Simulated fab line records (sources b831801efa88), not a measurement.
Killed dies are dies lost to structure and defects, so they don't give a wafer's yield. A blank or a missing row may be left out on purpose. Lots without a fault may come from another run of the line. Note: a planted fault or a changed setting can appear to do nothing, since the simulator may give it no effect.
A struck lot beside a sound one	flow sky130	5 steps out of a route of 708
Sound: wafers L136.3, L136.4, L136.5. Wafers L146.3, L146.4, L146.6 were the ones struck. The cause is named last.
For every step that has rows: the tool of each side, followed by ch and its chambers, followed by its first start. Under that, the readings that differ: sound wafers	struck wafers	difference of the means	sigmas: that difference in standard deviations of wafers without a fault.
alike: words and numbers the same on both sides, and readings whose means are apart by under 2 such deviations; not compared: readings that were withheld, readings missing a value for some wafer, numbers with overlapping values and no deviation given by the record, and bounds like >300 which may hide the same value.
A row with sigmas, a row that says differs or no value, or rows on one side alone: a step with any of these is where the two part. When numbers do not overlap yet have no deviation, they are printed without sigmas and do not part them. A reading that every wafer of one side lacks parts them only if that side has two wafers or more.

SKY_FIELD_ISO_BOW_MEAS_00:
  struck on film_metro-04, day 3 12:02; sound on film_metro-02, day 1 10:02
  alike: INCOMING_BOW
then, 1 step without rows for these wafers: SKY_FIELD_ISO_OXIDATION_01 (stabilise 600 s, purge 300 s, target thk 12 nm).
SKY_FIELD_ISO_THK_MEAS_02:
  struck on film_metro-02, day 3 14:11; sound on film_metro-02, day 1 13:02
  alike: FIELD_ISO_OXIDATION_00_THK
SKY_FIELD_ISO_CVD_03: deposits Si3N4 from DCS/NH3, target thk 165 nm, time 2830 s.
  sound on lpcvd-02 ch 0, day 1 13:05; struck on lpcvd-02 ch 0, day 3 14:28
  no value came back on the struck wafers for pressure_mtorr (mTorr), spike_tc_bottom_C (C), zone_power_top_pct (%); on the sound wafers pressure_mtorr (mTorr) reads 249.7 249.9 249.7
SKY_PAD_OPEN_PROBE_99:
  the record holds rows for the sound wafers here (prober-01, day 45 11:13) but none for the struck ones

## WHERE THEY PART
Earliest at SKY_FIELD_ISO_CVD_03; latest, in this record, at SKY_PAD_OPEN_PROBE_99.

WHY: what had been put in by the simulator
Beginning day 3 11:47, the whole step at SKY_FIELD_ISO_CVD_03 was skipped on lpcvd-02. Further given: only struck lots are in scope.
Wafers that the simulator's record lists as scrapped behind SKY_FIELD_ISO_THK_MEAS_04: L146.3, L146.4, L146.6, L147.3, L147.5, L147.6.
